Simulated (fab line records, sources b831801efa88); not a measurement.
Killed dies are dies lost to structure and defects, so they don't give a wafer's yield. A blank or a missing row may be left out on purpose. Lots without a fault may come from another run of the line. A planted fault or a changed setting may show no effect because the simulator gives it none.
Which tool did it? | flow sky130 | 12 lots, 36 wafers sampled, at 2 steps of a route of 708

WHAT THE GAUGES READ, wafer by wafer
SKY_LOCAL_INTERCONNECT_RS_MEAS_01: measures by four-point-probe.
lot  | measured     | on            | LOCAL_INTERCONNECT_TIN_RS (ohm/sq)
L075 | day 29 19:34 | film_metro-03 | 14.08 14.12 14.13
L077 | day 30 19:15 | film_metro-03 | 14.02 14.16 14.23
L079 | day 31 06:25 | film_metro-02 | 14.20 14.17 14.19
L081 | day 31 18:31 | film_metro-03 | 13.99 14.15 14.21
L083 | day 32 16:08 | film_metro-02 | 14.50 14.35 14.46
L085 | day 33 08:53 | film_metro-03 | 14.50 14.47 14.44
L087 | day 34 05:18 | film_metro-03 | 14.20 14.34 14.25
L089 | day 34 08:43 | film_metro-02 | 14.20 14.29 14.10
L091 | day 34 23:27 | film_metro-04 | 14.31 14.40 14.37
L093 | day 35 18:58 | film_metro-03 | 14.30 14.30 14.28
L095 | day 36 13:43 | film_metro-03 | 14.23 14.04 14.01
L097 | day 36 22:13 | film_metro-04 | 14.27 14.29 14.18

WHICH TOOL RAN EACH LOT (tool, then ch and the chambers of the sampled wafers, then the start)
lot  | SKY_FIELD_ISO_SOFTBAKE_09
L075 | litho_track-01 ch 0, day 29 19:34 or earlier
L077 | litho_track-03 ch 0, day 30 19:15 or earlier
L079 | litho_track-03 ch 0, day 31 06:25 or earlier
L081 | litho_track-04 ch 0, day 31 18:31 or earlier
L083 | litho_track-01 ch 0, day 32 16:08 or earlier
L085 | litho_track-03 ch 0, day 33 08:53 or earlier
L087 | litho_track-03 ch 0, day 34 05:18 or earlier
L089 | litho_track-03 ch 0, day 34 08:43 or earlier
L091 | litho_track-03 ch 0, day 34 23:27 or earlier
L093 | litho_track-03 ch 0, day 35 18:58 or earlier
L095 | litho_track-04 ch 0, day 36 13:43 or earlier
L097 | litho_track-03 ch 0, day 36 22:13 or earlier
- SKY_FIELD_ISO_SOFTBAKE_09: time 93.81 s.

THE ANSWER, worked out from the rows above alone
Rule: what is usual is taken from the lots themselves. Put in order of their means at a reading, lots are off if they are a third of the lots or fewer, leave a main group of 4 or more, and stand apart from it by a gap of 3 or more times the standard deviation of the main group's means; of several such gaps the widest counts. A main group whose means are all the same, to the digits that the tables above print for the reading, isn't used. A lot without any number at a reading at which 4 lots or more have one is off too. The other lots that the step has rows for count as sound.
No lot is off at any reading shown: from this, nothing can be told.

WHAT THE SIMULATOR HAD PUT IN
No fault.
